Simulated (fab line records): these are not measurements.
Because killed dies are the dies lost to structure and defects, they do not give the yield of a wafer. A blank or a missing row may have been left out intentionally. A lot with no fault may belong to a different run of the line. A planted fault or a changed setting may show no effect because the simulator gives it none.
One fault through the eyes of 2 desks -- flow sfq-line -- each desk has only its own numbers; what lay behind them comes last

## TOOL OWNER'S DESK, rie-metal-01
The tool's own readings at SFQ_TRILAYER_R5_ETCH_METAL_ETCH_139 (etches the open film in Cl2, stops on SiO2, target depth 60 nm, time 40 s): means of the sampled wafers that have a number, for each lot that ran on this tool. The brackets show how far a lot's mean lies from the usual mean; more than 4 standard deviations puts the lot out of limits, marked OUT.
Columns: A = drypump-motor-current-A at SFQ_TRILAYER_R5_ETCH_METAL_ETCH_139, usual 5.9 A; B = oes-product-au at SFQ_TRILAYER_R5_ETCH_METAL_ETCH_139, usual 0.993 a.u.
lot,first seen here,A,B
L333,day 57 10:55,5.9,0.993
L337,day 58 19:30,6.1,0.987
L347,day 63 19:26,6.3,0.855 (-30) OUT
L349,day 64 03:50,6.1,0.924 (-15) OUT
This desk's verdict: out of limits on L347, L349, starting with L347 at day 63 19:26 (oes-product-au at SFQ_TRILAYER_R5_ETCH_METAL_ETCH_139). In limits: L333, L337.

## METROLOGY DESK
Means of the sampled wafers that have a number, per lot and without regard to the tool the lot ran on: this is what the gauges read. The brackets show how far a lot's mean lies from the usual mean; more than 4 standard deviations puts the lot out of limits, marked OUT.
Columns: A = R5_MONX_RS at SFQ_R5_RS_MEAS_933, usual 7.06 ohm/sq; B = R5_MONX_THK at SFQ_R5_THK_MEAS_934, usual 40.3 nm; C = R5_OVL at SFQ_R5_OVL_MEAS_935, usual 0 nm; D = I5_OVL at SFQ_I5_OVL_MEAS_936, usual -1 nm; E = C5_OVL at SFQ_C5_OVL_MEAS_937, usual -1 nm; F = M6_NB_RS at SFQ_M6_RS_MEAS_938, usual 0.887 ohm/sq; G = M8_BOW at SFQ_M8_BOW_MEAS_951, usual 9 um
lot,first seen here,A,B,C,D,E,F,G
L333,day 52 04:11,7.08,40.5,4,2,0,0.888,16
L334,day 52 13:53,7.09,40.0,-2,7,-4,0.894,2
L337,day 53 06:36,7.03,40.5,7,1,-5,0.877,30
L338,day 54 07:01,7.11,40.0,-9,3,-8,0.877,2
L347,day 58 13:19,7.01,40.6,-5,-6,5,0.896,16
L349,day 58 19:20,7.06,40.5,2,1,-0,0.892,13
Finding of this desk: none of the 6 lots has anything out of limits.

## PUT TOGETHER
The tool owner's desk could have raised an alarm at day 63 19:26, on L347, L349.
From the metrology desk's view, nothing was out of limits.
The metrology desk has L347, L349 on record, within its limits.
SFQ_TRILAYER_R5_ETCH_METAL_ETCH_139 was run on rie-metal-01 by each of the lots named.

## WHAT THE SIMULATOR HAD PUT IN
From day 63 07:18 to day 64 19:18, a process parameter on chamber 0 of rie-metal-01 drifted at SFQ_TRILAYER_R5_ETCH_METAL_ETCH_139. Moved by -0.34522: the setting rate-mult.
Shown lots that were struck: L347, L349.
Time in hours from fault onset to the first out-of-limits reading at each desk: the tool owner's desk, 12.
